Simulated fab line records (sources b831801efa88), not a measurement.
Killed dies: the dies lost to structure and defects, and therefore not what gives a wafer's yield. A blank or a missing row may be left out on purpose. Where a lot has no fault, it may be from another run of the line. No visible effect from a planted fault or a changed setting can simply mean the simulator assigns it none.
A lot that was struck, set against a sound lot :: flow sky130 :: 14 out of 708 route steps
Sound: wafers L632.3, L632.5, L632.6. The struck wafers were L625.1, L625.5, L625.6. The cause is named last.
Per side, at each step with rows, come the tool, then ch with its chambers, and then its first start. Under that, the readings that differ: sound wafers :: struck wafers :: difference of the means :: sigmas: that difference in standard deviations of wafers without a fault.
alike: readings with means less than 2 such deviations apart, plus words and numbers identical on both sides. not compared: withheld readings, readings lacking a value on some wafer, bounds such as >300 that could conceal the same value, and numbers that have no deviation in the record and whose values overlap.
Wherever a step has rows on one side only, a row that says differs or no value, or a row with sigmas, the two part there. When numbers do not overlap yet have no deviation, they are printed without sigmas and do not part them. A reading missing from all wafers of one side parts the sides only when that side holds two or more wafers.

first, 3 steps without rows for these wafers: SKY_METAL2_CLEAN_22 (cleans in IPA, time 180 s); SKY_METAL2_CLEAN_23 (cleans in O3/DIW); SKY_VIA2_HDPCVD_00 (deposits SiO2, target thk 1180 nm, time 196.7 s).
SKY_VIA2_THK_MEAS_01:
  sound: film_metro-03 at day 41 21:11; struck: film_metro-04 at day 39 23:26
  alike: VIA2_HDPCVD_THK
SKY_VIA2_CMP_02: polishes SiO2.
  sound on cmp-02 ch 0,3, day 41 21:17; struck on cmp-02 ch 2,3, day 39 23:32
  alike: motor_current_A
SKY_VIA2_BOW_MEAS_03:
  sound: film_metro-03 at day 41 21:34; struck: film_metro-04 at day 39 23:47
  alike: VIA2_BOW
then, 6 steps without rows for these wafers: SKY_VIA2_DEHYDRATE_04 (time 60 s); SKY_VIA2_HMDS_05 (prime time 60 s); SKY_VIA2_COAT_06 (resist thk 60 nm); SKY_VIA2_COAT_07 (resist thk 450 nm); SKY_VIA2_SOFTBAKE_08 (time 90 s); SKY_VIA2_EXPOSE_09 (exposes mask VIM2, target cd 200 nm).
SKY_VIA2_PEB_10:
  struck on litho_track-04, day 40 23:00; sound on litho_track-04 ch 0, day 42 20:00
reading: exhaust_pa (Pa)
sound: 44.7 46.0 45.4
struck: - - -
difference: no value on the struck wafers
sigmas: 
  not compared: chill_plate_temp_C
then, 1 step without rows for these wafers: SKY_VIA2_DEVELOP_11 (develop time 60 s).

## WHERE THEY PART
Only at SKY_VIA2_PEB_10, as far as this record shows.

WHY: whatever the simulator had introduced
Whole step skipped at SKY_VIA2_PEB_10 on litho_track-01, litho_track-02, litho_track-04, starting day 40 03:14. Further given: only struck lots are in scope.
